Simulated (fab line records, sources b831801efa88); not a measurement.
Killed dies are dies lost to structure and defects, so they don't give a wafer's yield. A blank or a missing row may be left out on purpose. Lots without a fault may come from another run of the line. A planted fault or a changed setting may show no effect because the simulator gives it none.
Tool commonality check | flow sky130 | 11 lots, 33 wafers sampled

WHY IT WAS OPENED
At SKY_PASSIVATION_THK_MEAS_03 the reading PASSIVATION_CVD_02_THK is flagged on 2 of 11 lots. Wafers without a fault read 540 nm, standard deviation 7.3.
Rule: a lot is flagged when every wafer of it that has a number lies more than 4 standard deviations from that mean, or none has a number. The other lots count as sound.

lot  | measured     | on            | PASSIVATION_CVD_02_THK (nm), wafer by wafer | flag
L851 | day 43 13:20 | film_metro-02 | 534 545 539                                 |
L852 | day 43 15:05 | film_metro-01 | 526 538 533                                 |
L862 | day 47 04:10 | film_metro-03 | 889 902 894                                 | FLAGGED
L861 | day 47 05:37 | film_metro-02 | 890 909 907                                 | FLAGGED
L863 | day 47 11:04 | film_metro-03 | 544 539 548                                 |
L867 | day 48 01:05 | film_metro-02 | 530 541 542                                 |
L870 | day 48 12:23 | film_metro-02 | 532 543 534                                 |
L869 | day 48 13:30 | film_metro-03 | 527 520 542                                 |
L872 | day 49 00:07 | film_metro-01 | 537 533 547                                 |
L873 | day 49 02:56 | film_metro-01 | 534 535 533                                 |
L874 | day 49 08:16 | film_metro-02 | 542 537 542                                 |
The numbers of the flagged lots are 898 nm on average: +358 nm against the usual, or +49 standard deviations.

WHICH TOOL RAN EACH LOT
The record holds 2 process steps before the reading, out of a route of 708 steps. In each cell: the tool, then ch and the chambers that the sampled wafers went through, then the start.
lot  | flag    | SKY_VIA4_SPUTTER_17          | SKY_PASSIVATION_CVD_02
L851 |         | pvd_sputter-03, day 42 11:58 | pecvd-04 ch 0,2, day 43 13:00
L852 |         | pvd_sputter-04, day 42 14:19 | pecvd-04 ch 0,2, day 43 14:45
L862 | FLAGGED | pvd_sputter-04, day 46 05:14 | pecvd-03 ch 0,1,2, day 47 03:56
L861 | FLAGGED | pvd_sputter-02, day 46 07:19 | pecvd-03 ch 1,2, day 47 05:23
L863 |         | pvd_sputter-04, day 46 14:46 | pecvd-02 ch 0,1, day 47 10:43
L867 |         | pvd_sputter-04, day 47 04:16 | pecvd-02 ch 0,1,2, day 48 00:51
L870 |         | pvd_sputter-03, day 47 12:25 | pecvd-04 ch 0,2, day 48 12:08
L869 |         | pvd_sputter-02, day 47 16:36 | pecvd-04 ch 0,1, day 48 13:16
L872 |         | pvd_sputter-04, day 48 03:46 | pecvd-02 ch 1,2, day 48 23:53
L873 |         | pvd_sputter-03, day 48 06:22 | pecvd-04 ch 0,1,2, day 49 02:42
L874 |         | pvd_sputter-03, day 48 11:55 | pecvd-02 ch 0,1,2, day 49 08:02
What these steps do:
- SKY_VIA4_SPUTTER_17: material TiN, target thk 20 nm, time 80 s.
- SKY_PASSIVATION_CVD_02: deposits Si3N4, target thk 540 nm.
- SKY_PASSIVATION_THK_MEAS_03

FLAGGED OVER TOTAL, TOOL BY TOOL (the gauges that took the reading come last)
step                        | tool           | lots run | flagged | share of the flagged lots | sound lots run after its first flagged lot
SKY_VIA4_SPUTTER_17         | pvd_sputter-02 | 2        | 1       | some                      | 1 (L869)
SKY_VIA4_SPUTTER_17         | pvd_sputter-03 | 4        | 0       | none                      | -
SKY_VIA4_SPUTTER_17         | pvd_sputter-04 | 5        | 1       | some                      | 3 (L863,L867,L872)
SKY_PASSIVATION_CVD_02      | pecvd-02       | 4        | 0       | none                      | -
SKY_PASSIVATION_CVD_02      | pecvd-03       | 2        | 2       | all                       | 0
SKY_PASSIVATION_CVD_02      | pecvd-04       | 5        | 0       | none                      | -
SKY_PASSIVATION_THK_MEAS_03 | film_metro-01  | 3        | 0       | none                      | -
SKY_PASSIVATION_THK_MEAS_03 | film_metro-02  | 5        | 1       | some                      | 3 (L867,L870,L874)
SKY_PASSIVATION_THK_MEAS_03 | film_metro-03  | 3        | 1       | some                      | 2 (L863,L869)

WHAT THE TABLE ALLOWS
1 row of the table ran every flagged lot: pecvd-03 at SKY_PASSIVATION_CVD_02.
- pecvd-03 at SKY_PASSIVATION_CVD_02: 2 of its 2 lots flagged. It ran no sound lot before its first flagged lot in this sample, so the start can't be narrowed down.
One tool is left: pecvd-03 at SKY_PASSIVATION_CVD_02.

WHAT THE SIMULATOR HAD PUT IN
Process parameter drift: pecvd-03, from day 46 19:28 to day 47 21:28, at SKY_PASSIVATION_CVD_02. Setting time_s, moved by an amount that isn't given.
Lots struck among those shown: L862, L861. The rule above found the same.
